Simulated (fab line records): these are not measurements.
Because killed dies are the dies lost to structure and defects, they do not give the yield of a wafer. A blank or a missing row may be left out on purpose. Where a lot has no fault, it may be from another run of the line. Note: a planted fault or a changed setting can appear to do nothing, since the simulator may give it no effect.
fab line records | flow sky130
[record] lots = 13 wafers = 36 lastDay = 50
route steps=708 shown GATE_OXIDE@197 POLY_GATE@205 RES_XHIGH@334
lots with no fault: from the same line, run without faults
startH: the number of hours between the record's first day and the start of the first shown wafer of the lot | waitH: hours since the lot's step before | " identical to the entry in the row above | L1.1+2: several wafers, shown together as one row | - value missing, or start not given | * or withheld: withheld | < > ~ a bound
route shown NAME@n: names a module that has steps shown in the file, with the first one's number in the route | usual: the fault-free wafers' mean and standard deviation | same: alike in all rows | chamber/n: place in a boat | sites: readings site by site | _std_site: standard deviation across them | _edge_site: outer sites' mean less inner sites' | radiusMm: for every site, how far away it sits from the centre of the wafer | mask NAME#n: copy n | behind: tool/chamber where the wafer was last shaped | hold: what put the lot on hold/how long, in hours/how the hold closed | device: transistor that didn't switch, given as n, p or np | end of line: the same wafers' tests at the end of the route | a step given without rows: its recipe and nothing more | killed: not the wafer's yield, but the dies lost to structure and defects at the first sort | map: dies across one wafer; x = killed, . = not, _ = none there
set.NAME: the setting the step ran with; set.NAME@STEP: the setting that earlier step ran with | model.NAME: the simulator's own value behind a step, which no gauge read
one table for each step of the route and one row for each wafer, over a sample of lots
services: a tool's chamber out of use, with start hour (startH, from the record's first day; less than 0 if before it), hours out, and reason
[[steps]]
[step SKY_GATE_OXIDE_OVL_MEAS_10]
[usual] GATE_OXIDE_OVL = 0.3/1.6
// columns lot.wafer tool chamber startH waitH GATE_OXIDE_OVL[nm]
L632.3 overlay-02 - 311.42 0.1 -2.4
L632.4 " - " " -2.5
L632.6 " - " " -2.0
L633.1 overlay-02 - 314.59 0.1 -0.4
L633.4 " - " " 0.2
L633.5 " - " " 0.9
L636.1 overlay-02 - 342.34 0.1 0.4
L636.3 " - " " 1.7
L636.5 " - " " 0.1
L637.1 overlay-02 - 348.75 0.1 -1.3
L637.3 " - " " -0.6
L637.4 " - " " -0.1
L638.2 overlay-02 - 355.86 0.1 -0.6
L638.3 " - " " -0.2
L638.4 " - " " -1.1
L639.2 overlay-01 - 364.71 0.1 3.5
L639.3 " - " " 1.6
L639.6 " - " " 2.5
L642.2 overlay-01 - 386.44 0.1 -0.2
L642.3 " - " " -0.2
L642.5 " - " " -0.7
L645.1 overlay-01 - 418.39 0.1 0.8
L645.3 " - " " 0.7
L645.5 " - " " 0.0
L648.2 overlay-01 - 438.99 0.1 0.8
L648.4 " - " " 1.0
L650.2 overlay-01 - 460.24 0.1 0.0
L650.4 " - " " 0.4
L651.4 overlay-02 - 468.42 0.1 -3.2
L651.6 " - " " -2.0
L653.2 overlay-02 - 485.19 0.1 -2.3
L653.4 " - " " -1.3
L653.5 " - " " -1.5
L654.2 overlay-02 - 492.64 0.1 2.5
L654.4 " - " " 1.2
L654.5 " - " " 1.2
[step SKY_GATE_OXIDE_STRIP_13]
[recipe] chemistry = O2/N2 powerW = 1400 pressureMtorr = 1500 platenTempC = withheld o2FlowSccm = 3000 n2FlowSccm = 300 overashFraction = 0.5
[usual] drypumpMotorCurrentA = 5.7/0.42 oesProductAu = 0.716/0.0041 stripTimeToEndpointS = 14.18/0.042
// columns lot.wafer tool chamber startH waitH drypumpMotorCurrentA oesProductAu rfHoursCounterH stripTimeToEndpointS
L632.3 plasmaAsher-02 1 311.72 0.0 5.1 0.711 - 14.19
L632.4 " 0 " " 6.2 0.716 - 14.18
L632.6 " 0 " " 6.2 0.716 - 14.16
L633.1 plasmaAsher-03 1 314.87 0.0 5.6 0.719 50 14.17
L633.4 " 1 " " 5.6 0.717 - 14.20
L633.5 " 1 " " 5.6 0.715 - 14.19
L636.1 plasmaAsher-02 0 342.63 0.0 6.3 0.721 65 14.15
L636.3 " 0 " " 6.3 0.714 - 14.17
L636.5 " 0 " " 6.3 0.728 - 14.12
L637.1 plasmaAsher-02 0 349.04 0.0 6.3 0.717 66 14.17
L637.3 " 0 " " 6.3 0.719 - 14.17
L637.4 " 1 " " 5.1 0.723 - 14.17
L638.2 plasmaAsher-01 1 356.14 0.0 6.2 0.723 23 14.21
L638.3 " 1 " " 6.2 0.723 - 14.23
L638.4 " 0 " " 5.3 0.711 - 14.22
L639.2 plasmaAsher-03 0 364.99 0.0 5.7 0.712 55 14.14
L639.3 " 0 " " 5.7 0.725 - 14.11
L639.6 " 1 " " 5.6 0.718 - 14.12
L642.2 plasmaAsher-01 1 386.72 0.0 6.2 0.721 26 14.11
L642.3 " 1 " " 6.2 0.717 - 14.11
L642.5 " 1 " " 6.2 0.712 - 14.14
L645.1 plasmaAsher-01 0 418.68 0.0 5.3 0.718 29 14.18
L645.3 " 0 " " 5.3 0.714 - 14.18
L645.5 " 0 " " 5.3 0.719 - 14.18
L648.2 plasmaAsher-01 1 439.28 0.0 6.2 0.718 31 14.26
L648.4 " 1 " " 6.2 0.720 - 14.21
L650.2 plasmaAsher-02 1 460.54 0.0 5.1 0.708 76 14.20
L650.4 " 0 " " 6.3 0.713 - 14.21
L651.4 plasmaAsher-03 0 468.72 0.0 5.7 0.717 - 14.19
L651.6 " 0 " " 5.7 0.716 - 14.19
L653.2 plasmaAsher-01 1 485.47 0.0 6.1 0.714 36 14.20
L653.4 " 1 " " 6.1 0.713 - 14.22
L653.5 " 0 " " 5.3 0.720 - 14.22
L654.2 plasmaAsher-03 0 492.94 0.0 5.7 0.715 69 14.18
L654.4 " 0 " " 5.7 0.716 - 14.18
L654.5 " 1 " " 5.6 0.721 - 14.15
[step SKY_POLY_GATE_THK_MEAS_01]
[recipe] reads = poly-Si_of_POLY_GATE_CVD_00
[usual] POLY_GATE_CVD_00_THK = 179.6/1.7
// columns lot.wafer tool chamber startH waitH POLY_GATE_CVD_00_THK[nm]
L632.3 filmMetro-02 - 315.19 0.0 179.7
L632.4 " - " " 179.9
L632.6 " - " " 180.4
L633.1 filmMetro-01 - 319.06 0.0 176.8
L633.4 " - " " 175.7
L633.5 " - " " 176.5
L636.1 filmMetro-02 - 346.04 0.0 178.6
L636.3 " - " " 177.0
L636.5 " - " " 177.4
L637.1 filmMetro-02 - 352.44 0.0 178.7
L637.3 " - " " 178.4
L637.4 " - " " 177.2
L638.2 filmMetro-03 - 360.98 0.0 177.8
L638.3 " - " " 177.5
L638.4 " - " " 177.8
L639.2 filmMetro-01 - 369.37 0.0 179.5
L639.3 " - " " 179.1
L639.6 " - " " 179.2
L642.2 filmMetro-03 - 391.51 0.0 181.2
L642.3 " - " " 180.0
L642.5 " - " " 180.3
L645.1 filmMetro-03 - 422.07 0.0 178.3
L645.3 " - " " 177.1
L645.5 " - " " 176.5
L648.2 filmMetro-03 - 443.04 0.0 179.3
L648.4 " - " " 180.3
L650.2 filmMetro-03 - 464.95 0.0 179.9
L650.4 " - " " 178.7
L651.4 filmMetro-03 - 473.29 0.0 181.0
L651.6 " - " " 181.4
L653.2 filmMetro-03 - 489.02 0.0 180.0
L653.4 " - " " 179.6
L653.5 " - " " 180.2
L654.2 filmMetro-01 - 495.90 0.0 183.7
L654.4 " - " " 183.5
L654.5 " - " " 182.5
[step SKY_RES_XHIGH_COAT_02]
[recipe] resist = NOVOLAK spinRpm = 3000 resistThkNm = 1140
[usual] exhaustPa = 45.1/0.92 spinSpeedRpm = 3000.5/2
// columns lot.wafer tool chamber startH waitH exhaustPa spinSpeedRpm
L632.3 lithoTrack-03 0 600.75 0.1 45.9 2998.9
L632.4 " 0 " " 46.5 2999.5
L632.6 " 0 " " 48.2 3003.0
L633.1 lithoTrack-01 0 606.33 0.1 44.7 3000.8
L633.4 " 0 " " 43.9 3001.0
L633.5 " 0 " " 44.5 2997.1
L636.1 lithoTrack-01 0 634.13 0.1 45.8 3001.7
L636.3 " 0 " " 45.3 3002.0
L636.5 " 0 " " 45.8 2998.8
L637.1 lithoTrack-01 0 645.18 0.1 46.8 3002.4
L637.3 " 0 " " 45.4 3001.9
L637.4 " 0 " " 45.3 2997.1
L638.2 lithoTrack-04 0 652.01 0.1 44.8 3001.0
L638.3 " 0 " " 45.0 2999.7
L638.4 " 0 " " 44.7 2996.9
L639.2 lithoTrack-04 0 663.61 0.1 46.6 3002.8
L639.3 " 0 " " 45.0 3000.3
L639.6 " 0 " " 45.4 3003.8
L642.2 lithoTrack-01 0 683.06 0.1 45.1 3002.7
L642.3 " 0 " " 45.2 3001.7
L642.5 " 0 " " 45.7 3000.0
L645.1 lithoTrack-04 0 710.84 0.1 44.2 2996.5
L645.3 " 0 " " 44.6 2999.0
L645.5 " 0 " " 44.3 2997.7
L648.2 lithoTrack-01 0 726.51 0.1 43.1 3001.5
L648.4 " 0 " " 43.4 3000.6
L650.2 lithoTrack-01 0 747.86 0.1 44.8 3003.0
L650.4 " 0 " " 44.5 3003.5
L651.4 lithoTrack-01 0 754.61 0.1 44.8 3001.9
L651.6 " 0 " " 44.2 2998.6
L653.2 lithoTrack-03 0 774.07 0.1 47.0 2999.1
L653.4 " 0 " " 46.3 2999.1
L653.5 " 0 " " 44.7 2997.9
L654.2 lithoTrack-04 0 777.56 0.1 45.6 3001.9
L654.4 " 0 " " 45.1 3001.0
L654.5 " 0 " " 45.6 2997.7
[step SKY_RES_XHIGH_STRIP_08]
[recipe] chemistry = O2/N2 powerW = 1400 pressureMtorr = 1500 platenTempC = withheld o2FlowSccm = 3000 n2FlowSccm = 300 overashFraction = 0.5
[usual] drypumpMotorCurrentA = 5.7/0.49 oesProductAu = 0.711/0.0041 stripTimeToEndpointS = 14.28/0.043
// columns lot.wafer tool chamber startH waitH drypumpMotorCurrentA oesProductAu rfHoursCounterH stripTimeToEndpointS
L632.3 plasmaAsher-02 0 616.22 0.1 6.3 0.712 - 14.22
L632.4 " 1 " " 5.1 0.708 - 14.28
L632.6 " 0 " " 6.3 0.707 - 14.27
L633.1 plasmaAsher-01 1 620.88 0.1 6.2 0.713 50 14.20
L633.4 " 0 " " 5.3 0.714 - 14.24
L633.5 " 1 " " 6.2 0.716 - 14.20
L636.1 plasmaAsher-02 1 649.70 0.1 5.1 0.713 94 14.31
L636.3 " 1 " " 5.1 0.709 - 14.30
L636.5 " 0 " " 6.2 0.715 - 14.32
L637.1 plasmaAsher-01 1 659.15 0.1 6.2 0.709 53 14.27
L637.3 " 0 " " 5.3 0.714 - 14.24
L637.4 " 1 " " 6.2 0.713 - 14.25
L638.2 plasmaAsher-02 0 666.59 0.1 6.3 0.705 96 14.24
L638.3 " 1 " " 5.1 0.713 - 14.31
L638.4 " 0 " " 6.3 0.702 - 14.27
L639.2 plasmaAsher-02 0 678.33 0.1 6.2 0.710 97 14.25
L639.3 " 1 " " 5.1 0.717 - 14.24
L639.6 " 1 " " 5.1 0.713 - 14.23
L642.2 plasmaAsher-02 0 697.38 0.1 6.3 0.712 99 14.21
L642.3 " 0 " " 6.2 0.713 - 14.23
L642.5 " 0 " " 6.3 0.715 - 14.23
L645.1 plasmaAsher-04 0 725.29 0.1 5.2 0.708 27 14.27
L645.3 " 0 " " 5.3 0.717 - 14.25
L645.5 " 1 " " 5.1 0.714 - 14.23
L648.2 plasmaAsher-01 0 739.09 0.1 5.3 0.708 62 14.51
L648.4 " 1 " " 6.2 0.707 - 14.50
L650.2 plasmaAsher-02 1 762.95 0.1 5.1 0.703 2 14.66
L650.4 " 0 " " 6.3 0.708 - 14.61
L651.4 plasmaAsher-02 1 767.07 0.1 5.1 0.710 - 14.51
L651.6 " 0 " " 6.2 0.715 - 14.28
L653.2 plasmaAsher-01 1 786.91 0.1 6.1 0.716 67 14.25
L653.4 " 1 " " 6.1 0.714 - 14.28
L653.5 " 1 " " 6.2 0.711 - 14.28
L654.2 plasmaAsher-01 0 790.69 0.1 5.3 0.712 67 14.29
L654.4 " 0 " " 5.3 0.708 - 14.27
L654.5 " 0 " " 5.3 0.706 - 14.26
[[services]]
// columns tool chamber startH hours kind
plasmaAsher-03 - 296.06 5.4 repair
plasmaAsher-02 - 298.87 1.3 repair
plasmaAsher-04 - 337.42 14.6 pm
plasmaAsher-02 - 389.29 1.5 repair
plasmaAsher-04 - 421.25 9.0 pm
plasmaAsher-02 - 437.96 3.0 pm
plasmaAsher-02 - 444.37 4.4 repair
plasmaAsher-02 - 469.78 2.8 pm
plasmaAsher-02 - 489.08 8.1 repair
plasmaAsher-01 - 562.07 1.5 repair
plasmaAsher-03 - 571.94 4.1 repair
plasmaAsher-03 - 584.82 1.6 repair
plasmaAsher-02 - 618.76 0.7 repair
plasmaAsher-03 - 621.27 2.5 repair
plasmaAsher-01 - 636.05 6.1 repair
plasmaAsher-04 - 672.66 10.0 pm
plasmaAsher-04 - 690.14 21.0 repair
plasmaAsher-03 - 690.31 0.4 repair
plasmaAsher-01 - 694.85 2.8 pm
plasmaAsher-02 - 733.80 9.0 pm
plasmaAsher-02 0 733.80 9.0 ventCycle
plasmaAsher-02 1 733.80 9.0 ventCycle
plasmaAsher-02 0 742.80 - clean
plasmaAsher-03 - 761.68 0.8 repair
[[key]]
[firstSign] step = SKY_RES_XHIGH_STRIP_08 reading = stripTimeToEndpointS direction = up sigmas = 6.6 usual = * struck = *
effect none on later readings
metAt SKY_RES_XHIGH_COAT_02
struckLots L648,L650,L651
struckWafers L648.2,L648.4,L650.2,L650.4,L651.4
testerLeftOut L648,L650,L651
notActingAt SKY_GATE_OXIDE_OVL_MEAS_10,SKY_GATE_OXIDE_STRIP_13,SKY_POLY_GATE_THK_MEAS_01
onsetBetween 683.06 726.51
[fault] kind = processParameterDrift tool = lithoTrack-01 chamber = - onsetH = 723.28 steps = SKY_RES_XHIGH_COAT_02 channel = resistThkNm offset = 26.016 shape = step endH = 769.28 scope = struckWafersOnly actsIn = theseRecipesOnly stated = 1140
// testerLeftOut: of these lots the tester's yield and bins aren't shown, on N5 and GAA mostly nor the transistor test; their killed dies are dies lost to structure and defects alone, not to doping, threshold or leakage, so they don't give the yield
